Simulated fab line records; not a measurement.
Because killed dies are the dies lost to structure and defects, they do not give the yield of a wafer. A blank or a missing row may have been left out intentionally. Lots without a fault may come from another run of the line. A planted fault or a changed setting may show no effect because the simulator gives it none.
Code-filled problem report in 8D (eight disciplines) form | flow gf180mcu | the parts of the form that need people (team, actions taken, sign-off) are left out

1. WHAT IS WRONG
At GF_M3_CD_MEAS_14, cd-nm averages 288.6 nm over 6 wafers from 2 lots, while fault-free wafers read 279.7 nm, standard deviation 1.3. Measured from the usual mean, that is +6.9 standard deviations.
The step: target cd 280 nm.
Earliest sighting: wafer L326.1 on cd-sem-01 at day 26 21:24. Wafers with a number at this step in the record: 33, from 11 lots. The rule behind "out" and "out of limits": a value lying over 4 standard deviations away from the usual mean. All remaining wafers that have a number are taken as sound.

2. WHAT THIS IS AND IS NOT
question                    | is                     | is not
which readings at this step | cd-nm                  | -
which lots                  | L326, L327             | L311, L312, L313, L315, L317, L320, L328, L331, L332
which wafers of those lots  | all that have a number | -
read on which gauges        | cd-sem-01              | cd-sem-02
when                        | from day 26 21:24      | up to then (18 sound wafers); but 9 sound wafers of L328, L331, L332 came after

3. SUSPECTS, AND WHAT RULES EACH OUT
Counting: any tool at a process step up to the reading is kept as a suspect provided that every lot that is out went through it and no sound lot did after the first of them.
- the gauge at GF_M3_CD_MEAS_14: ruled out. All the wafers that are out were read on cd-sem-01, but those of them that GF_M3_SOFTBAKE_10 has rows for are out there too, on other tools.
- plasma-asher-03 at GF_V2_STRIP_18 (strips in O2/N2): ruled out as a lasting fault. Following L326 (day 25 23:35), the first lot on it that is out, the sound lots L331 were run on it.
- litho-track-04 at GF_M3_SOFTBAKE_10 (time 60 s): kept. All lots that are out passed through it, beginning with L326 at day 26 11:13, and no sound lot followed; its final sound lot before that point was L320 at day 24 06:40. Out on those wafers are its own readings of heater-power-total-W, plate-temp-C.
Remaining after the count: litho-track-04 at GF_M3_SOFTBAKE_10.

4. THE CAUSE (what the simulator had put in)
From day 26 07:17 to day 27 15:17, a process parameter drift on litho-track-04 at GF_M3_SOFTBAKE_10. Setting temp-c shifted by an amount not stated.
Only this tool survived the counting.

5. THE EFFECT CHAIN, in route order
Each row: a reading where the mean over the struck wafers with a number is more than 3 standard deviations away from the usual. Readings are gone through only where the record gives a usual standard deviation; hours: the median, over the lots, of the time from a lot's start at the first step in this table giving one to that lot's start at this step; sigmas: the change measured in usual standard deviations.
hours | step              | reading              | usual    | on struck wafers | change | sigmas
0     | GF_M3_SOFTBAKE_10 | heater-power-total-W | 93.05 W  | 89.47            | -3.58  | -60
0     | GF_M3_SOFTBAKE_10 | plate-temp-C         | 129.97 C | 126.26           | -3.71  | -25
10    | GF_M3_CD_MEAS_14  | cd-nm                | 279.7 nm | 288.6            | +8.9   | +6.9
Its process steps:
- GF_M3_SOFTBAKE_10: time 60 s.

6. HOW IT WOULD HAVE BEEN CAUGHT EARLIER
Counted from the fault's start at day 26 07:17, it took 14 hours until the first out-of-limits reading at a measuring or inspecting step in this record, taken at day 26 21:24.
Tool's own readings at GF_M3_SOFTBAKE_10, heater-power-total-W, plate-temp-C: out on all struck wafers the step has rows for; an alarm limit on them would have tripped on the first.
By day 26 21:24 the whole set of lots that are out, 2 in number, had already begun GF_M3_SOFTBAKE_10 on litho-track-04. A hold on the tool at that time would have spared none of them.
